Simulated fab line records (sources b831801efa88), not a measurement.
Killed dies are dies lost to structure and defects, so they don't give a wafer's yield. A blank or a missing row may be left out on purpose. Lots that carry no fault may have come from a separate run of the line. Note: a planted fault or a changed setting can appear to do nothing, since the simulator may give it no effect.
Chamber matching + flow gf180mcu + 4 sister chambers for GF_POLY_GATE_ETCH_13 on rie si-02
The step etches poly-Si in HBr/Cl2, stops on SiO2, target depth 198.5 nm, time 69.6 s. 4 wafers are shown with their chamber, then 9 later ones without.

WAFERS, EACH WITH ITS CHAMBER
| wafer  | chamber | drypump motor current A (A) |
|--------|---------|-----------------------------|
| L105.4 | 1       | 5.3                         |
| L106.2 | 3       | 5.9                         |
| L106.3 | 2       | 5.8                         |
| L106.4 | 0       | 5.5                         |

WAFERS MISSING THEIR CHAMBER
| wafer  | drypump motor current A (A) |
|--------|-----------------------------|
| L107.1 | 5.2                         |
| L107.2 | 5.9                         |
| L107.5 | 5.5                         |
| L108.2 | 5.5                         |
| L108.3 | 5.3                         |
| L108.6 | 5.3                         |
| L109.1 | 5.8                         |
| L109.4 | 5.5                         |
| L109.6 | 5.5                         |

CHAMBER TAKEN BY EACH
| wafer  | from the rows above | in truth |
|--------|---------------------|----------|
| L107.1 | 1                   | 1        |
| L107.2 | 3                   | 3        |
| L107.5 | 0                   | 0        |
| L108.2 | 0                   | 0        |
| L108.3 | 1                   | 1        |
| L108.6 | 1                   | 1        |
| L109.1 | 2                   | 2        |
| L109.4 | 0                   | 0        |
| L109.6 | 0                   | 0        |
9 of 9 placed correctly. Left unplaced by these rows: 0. 0 placed wrongly.
How it was worked out, from the rows above alone: a wafer's distance from a chamber is the root of the sum, over the readings, of the square of ((its reading less the chamber's mean) divided by the reading's scatter). If the next closest chamber is less than 2 further off than the closest, the wafer can't be placed; otherwise it belongs to the closest. Each chamber's mean is taken over the wafers shown for it. The scatter: root of mean squared gap, hidden wafer to nearest shown wafer, with one shown wafer a chamber.
